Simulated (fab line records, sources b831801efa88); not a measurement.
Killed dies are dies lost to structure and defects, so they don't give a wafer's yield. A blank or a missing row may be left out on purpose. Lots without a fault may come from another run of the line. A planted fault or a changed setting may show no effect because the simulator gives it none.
fab line records | flow sky130
record lots=13 wafers=39 last_day=50
route steps=708 shown LI_CONTACT@382 CAP2M@617 VIA4@642 METAL5@662 PAD_OPEN@708
lots that met no fault: from a run of the same line without faults
start_h: hours from the record's first day to the start of the lot's first wafer shown | wait_h: hours since the lot's step before | " the same as in the row above | L1.1+2: a row that stands for several wafers | - no value, or no start given | * or withheld: withheld | < > ~ a bound
route shown NAME@n: a module of which the file shows steps, and the number in the route of the first | usual: mean/standard deviation of fault-free wafers | same: alike in all rows | chamber/n: place in a boat | sites: the reading at each site | _std_site: their standard deviation | _edge_site: outer sites' mean less inner sites' | radius_mm: how far each site lies from the wafer's centre | mask NAME#n: copy n | behind: the tool/chamber that last shaped the wafer | hold: why the lot was held/for how many hours/how that ended | device: the transistor (n, p or np) that didn't switch | end of line: the same wafers' tests at the end of the route | a step without rows: its recipe alone | killed: dies lost to structure and defects at the first sort, not the wafer's yield | map: a wafer's dies, x killed, . not, _ none there
set.NAME: the setting as run; set.NAME@STEP: as run at that earlier step | model.NAME: the simulator's own value behind a step, which no gauge read
steps of the route over a sample of lots; a table a step, a row a wafer
services: from which hour (start_h, from the record's first day; less than 0 if before it) a tool's chamber was out of use, for how many hours, and why
## steps
# step SKY_LI_CONTACT_SPUTTER_20
# recipe material=TiN target_thk_nm=20 chamber_pressure_pa=5 power_w=4000 time_s=80
# usual throttle_valve_pct=30.6/1.4
# columns lot.wafer tool chamber start_h wait_h throttle_valve_pct
L331.1 pvd_sputter-03 - 696.81 0.0 31.4
L331.2 " - " " 33.0
L331.4 " - " " 29.4
L333.2 pvd_sputter-02 - 704.57 0.0 30.4
L333.3 " - " " 29.0
L333.5 " - " " 32.1
L332.3 pvd_sputter-03 - 705.39 0.0 31.1
L332.4 " - " " 29.5
L332.5 " - " " 29.5
L336.3 pvd_sputter-03 - 727.72 0.0 29.2
L336.4 " - " " 32.8
L336.5 " - " " 29.5
L338.1 pvd_sputter-02 - 739.17 0.0 31.3
L338.2 " - " " 31.8
L338.3 " - " " 30.4
L344.2 pvd_sputter-03 - 793.36 0.0 28.9
L344.3 " - " " 31.1
L344.5 " - " " 29.7
L345.1 pvd_sputter-03 - 794.14 0.0 31.3
L345.4 " - " " 33.0
L345.6 " - " " 29.2
L347.2 pvd_sputter-01 - 804.56 0.0 27.6
L347.4 " - " " 31.2
L347.5 " - " " 31.3
L350.2 pvd_sputter-02 - 828.33 0.0 30.6
L350.3 " - " " 32.1
L350.4 " - " " 29.1
L351.2 pvd_sputter-02 - 832.87 0.0 31.2
L351.5 " - " " 31.9
L351.6 " - " " 29.1
L352.1 pvd_sputter-02 - 841.82 0.0 31.2
L352.3 " - " " 31.7
L352.4 " - " " 30.2
L353.4 pvd_sputter-03 - 851.56 0.0 33.0
L353.5 " - " " 31.3
L353.6 " - " " 33.1
L354.1 pvd_sputter-03 - 858.81 0.0 29.8
L354.3 " - " " 29.0
L354.4 " - " " 31.5
# step SKY_CAP2M_STRIP_14
# recipe chemistry=O2/N2 power_w=1400 pressure_mtorr=1500 platen_temp_c=withheld o2_flow_sccm=3000 n2_flow_sccm=300 overash_fraction=0.5
# usual drypump_motor_current_A=5.8/0.32 oes_product_au=0.710/0.0043 strip_time_to_endpoint_s=12.67/0.038
# columns lot.wafer tool chamber start_h wait_h drypump_motor_current_A oes_product_au rf_hours_counter_h strip_time_to_endpoint_s
L331.1 plasma_asher-03 1 972.69 0.1 5.7 0.707 111 12.68
L331.2 " 0 " " 6.0 0.713 111 12.71
L331.4 " 0 " " 6.0 0.711 - 12.71
L333.2 plasma_asher-01 0 976.81 0.1 5.7 0.712 87 12.66
L333.3 " 1 " " 5.7 0.701 - 12.66
L333.5 " 1 " " 5.7 0.715 - 12.68
L332.3 plasma_asher-01 1 979.03 0.1 5.7 0.707 - 12.65
L332.4 " 0 " " 5.7 0.707 - 12.66
L332.5 " 1 " " 5.7 0.715 - 12.68
L336.3 plasma_asher-03 0 997.45 0.1 6.0 0.712 - 12.73
L336.4 " 1 " " 5.7 0.711 - 12.66
L336.5 " 1 " " 5.7 0.710 - 12.67
L338.1 plasma_asher-03 1 1009.49 0.1 5.7 0.710 115 12.68
L338.2 " 0 " " 5.9 0.707 115 12.67
L338.3 " 0 " " 6.0 0.714 - 12.66
L344.2 plasma_asher-03 1 1051.99 0.1 5.7 0.714 119 12.62
L344.3 " 0 " " 6.0 0.709 - 12.62
L344.5 " 0 " " 6.0 0.713 - 12.65
L345.1 plasma_asher-02 0 1052.87 0.1 6.4 0.705 63 12.71
L345.4 " 0 " " 6.3 0.713 - 12.69
L345.6 " 0 " " 6.4 0.702 - 12.67
L347.2 plasma_asher-01 1 1063.21 0.1 5.7 0.712 94 12.69
L347.4 " 0 " " 5.8 0.712 - 12.64
L347.5 " 1 " " 5.7 0.713 - 12.70
L350.2 plasma_asher-01 1 1080.17 0.1 5.7 0.715 95 12.61
L350.3 " 0 " " 5.8 0.707 - 12.62
L350.4 " 1 " " 5.7 0.711 - 12.67
L351.2 plasma_asher-01 0 1088.06 0.1 5.7 0.711 96 12.68
L351.5 " 0 " " 5.7 0.710 - 12.66
L351.6 " 1 " " 5.7 0.708 - 12.63
L352.1 plasma_asher-03 0 1095.19 0.1 6.0 0.712 3 12.59
L352.3 " 1 " " 5.7 0.715 - 12.63
L352.4 " 0 " " 6.0 0.710 - 12.65
L353.4 plasma_asher-01 0 1100.45 0.1 5.7 0.708 - 12.65
L353.5 " 1 " " 5.7 0.708 - 12.67
L353.6 " 0 " " 5.8 0.715 - 12.70
L354.1 plasma_asher-01 0 1107.57 0.1 5.7 0.709 98 12.68
L354.3 " 1 " " 5.7 0.708 - 12.66
L354.4 " 0 " " 5.7 0.699 - 12.76
# step SKY_VIA4_BOW_MEAS_03
# recipe mode=bow
# usual VIA4_BOW=81/8.4
# columns lot.wafer tool chamber start_h wait_h VIA4_BOW[um]
L331.1 film_metro-04 - 998.62 0.2 84
L331.2 " - " " 87
L331.4 " - " " 77
L333.2 film_metro-02 - 1002.57 0.3 89
L333.3 " - " " 99
L333.5 " - " " 77
L332.3 film_metro-04 - 1004.51 0.1 90
L332.4 " - " " 96
L332.5 " - " " 85
L336.3 film_metro-03 - 1021.86 0.2 75
L336.4 " - " " 78
L336.5 " - " " 72
L338.1 film_metro-02 - 1034.74 0.1 70
L338.2 " - " " 72
L338.3 " - " " 91
L344.2 film_metro-04 - 1076.39 0.3 79
L344.3 " - " " 80
L344.5 " - " " 62
L345.1 film_metro-02 - 1077.13 0.2 79
L345.4 " - " " 77
L345.6 " - " " 88
L347.2 film_metro-03 - 1087.61 0.2 76
L347.4 " - " " 74
L347.5 " - " " 63
L350.2 film_metro-03 - 1103.62 0.1 85
L350.3 " - " " 84
L350.4 " - " " 87
L351.2 film_metro-02 - 1110.39 0.2 83
L351.5 " - " " 104
L351.6 " - " " 92
L352.1 film_metro-03 - 1118.48 0.2 83
L352.3 " - " " 78
L352.4 " - " " 80
L353.4 film_metro-03 - 1123.00 0.3 78
L353.5 " - " " 88
L353.6 " - " " 91
L354.1 film_metro-02 - 1130.58 0.2 72
L354.3 " - " " 86
L354.4 " - " " 71
# step SKY_METAL5_SPUTTER_01
# recipe material=TiN target_thk_nm=20 power_w=6500 time_s=16.7 chamber_pressure_pa=0.4
# usual throttle_valve_pct=30.2/1.3
# columns lot.wafer tool chamber start_h wait_h throttle_valve_pct
L331.1 pvd_sputter-04 - 1022.86 0.0 28.5
L331.2 " - " " 29.5
L331.4 " - " " 29.7
L333.2 pvd_sputter-03 - 1026.53 0.0 31.3
L333.3 " - " " 33.1
L333.5 " - " " 29.6
L332.3 pvd_sputter-04 - 1028.86 0.0 28.4
L332.4 " - " " 29.8
L332.5 " - " " 29.4
L336.3 pvd_sputter-01 - 1045.90 0.0 30.2
L336.4 " - " " 31.2
L336.5 " - " " 30.0
L338.1 pvd_sputter-03 - 1058.56 0.0 32.9
L338.2 " - " " 29.1
L338.3 " - " " 29.9
L344.2 pvd_sputter-03 - 1099.13 0.0 29.2
L344.3 " - " " 32.9
L344.5 " - " " 29.2
L345.1 pvd_sputter-04 - 1100.23 0.0 28.3
L345.4 " - " " 31.7
L345.6 " - " " 29.6
L347.2 pvd_sputter-04 - 1108.93 0.0 29.9
L347.4 " - " " 31.9
L347.5 " - " " 29.7
L350.2 pvd_sputter-01 - 1125.71 0.0 30.2
L350.3 " - " " 27.6
L350.4 " - " " 31.4
L351.2 pvd_sputter-04 - 1130.71 0.0 28.3
L351.5 " - " " 29.4
L351.6 " - " " 29.9
L352.1 pvd_sputter-01 - 1138.90 0.0 27.8
L352.3 " - " " 30.1
L352.4 " - " " 30.9
L353.4 pvd_sputter-04 - 1143.63 0.0 29.7
L353.5 " - " " 28.2
L353.6 " - " " 29.8
L354.1 pvd_sputter-04 - 1150.71 0.0 32.0
L354.3 " - " " 29.6
L354.4 " - " " 29.7
# step SKY_PAD_OPEN_PROBE_99
# usual killed_at_M0_to_M3=43/7.1 killed_at_M4_up=3.3/2 killed_at_contacts=24/5.1 killed_at_front_end=15/4.6 killed_at_other=0.3/0.6 killed_dies=86/9.6 killed_open=46/7.3 killed_short=39/6.7
# same gross_dies=492 killed_at_back_side=0
# columns lot.wafer tool chamber start_h wait_h killed_at_M0_to_M3 killed_at_M4_up killed_at_contacts killed_at_front_end killed_at_other killed_dies killed_open killed_short
L338.1 prober-02 - 1125.43 0.1 35 4 28 9 0 76 44 32
L338.2 prober-02 - 1125.48 0.1 43 5 44 11 0 103 46 40
L338.3 prober-02 - 1125.53 0.2 38 2 20 17 0 77 42 35
# killed by level:class
L338.1 LI_CONTACT:geometric_particle:open=14 METAL1:geometric_particle:short=8 POLY_GATE:geometric_particle:short=6 CONTACT:geometric_particle:open=6 VIA1:geometric_particle:open=6 VIA3:geometric_particle:open=5 LOCAL_INTERCONNECT:geometric_particle:short=5 VIA2:geometric_particle:open=5
L338.2 LI_CONTACT:unspecified=17 CONTACT:geometric_particle:open=9 LI_CONTACT:geometric_particle:open=8 VIA1:geometric_particle:open=7 VIA3:geometric_particle:open=7 VIA1:geometric_particle:short=6 VIA2:geometric_particle:open=6 CONTACT:geometric_particle:short=5
L338.3 VIA1:geometric_particle:open=11 LI_CONTACT:geometric_particle:open=8 POLY_GATE:geometric_particle:short=5 CONTACT:geometric_particle:open=5 LOCAL_INTERCONNECT:geometric_particle:short=5 VIA1:geometric_particle:short=5 METAL1:geometric_particle:short=4 METAL2:geometric_particle:short=4
## services
# columns tool chamber start_h hours kind
pvd_sputter-01 - 689.25 0.8 repair
plasma_asher-03 - 693.33 2.8 pm
plasma_asher-03 - 787.93 0.5 repair
plasma_asher-03 - 870.19 6.1 repair
pvd_sputter-01 - 882.35 0.6 repair
pvd_sputter-03 - 882.81 15.7 repair
pvd_sputter-03 - 884.85 2.9 repair
plasma_asher-03 - 895.18 1.1 repair
plasma_asher-01 - 924.18 2.8 pm
pvd_sputter-01 - 932.95 8.8 repair
pvd_sputter-01 - 957.74 1.2 repair
pvd_sputter-03 - 958.76 12.5 repair
plasma_asher-03 - 972.97 1.6 repair
plasma_asher-01 - 982.05 14.0 repair
plasma_asher-01 - 985.93 11.8 repair
pvd_sputter-01 - 988.33 20.5 repair
plasma_asher-03 - 1026.99 1.8 repair
pvd_sputter-03 - 1049.97 4.4 repair
pvd_sputter-02 - 1054.55 13.2 repair
plasma_asher-03 - 1055.25 9.0 pm
plasma_asher-01 - 1056.06 0.4 repair
pvd_sputter-03 - 1068.77 4.7 repair
pvd_sputter-03 - 1102.18 4.7 repair
pvd_sputter-02 - 1125.31 2.8 repair
## key
first_sign step=SKY_PAD_OPEN_PROBE_99 reading=killed_at_contacts direction=up sigmas=3.9 usual=24 struck=44
effect none on later readings
met_at SKY_LI_CONTACT_SPUTTER_20
struck_lots L338
struck_wafers L338.2
tester_left_out L338
not_acting_at SKY_CAP2M_STRIP_14,SKY_VIA4_BOW_MEAS_03,SKY_METAL5_SPUTTER_01
onset_between 704.57 739.17
fault kind=chamber_particle_source tool=pvd_sputter-02 chamber=- onset_h=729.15 steps=SKY_LI_CONTACT_SPUTTER_20 rate_per_visit_cm2=1.5976 end_h=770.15 scope=struck_wafers_only
# tester_left_out: of these lots the tester's yield and bins aren't shown, on N5 and GAA mostly nor the transistor test; their killed dies are dies lost to structure and defects alone, not to doping, threshold or leakage, so they don't give the yield
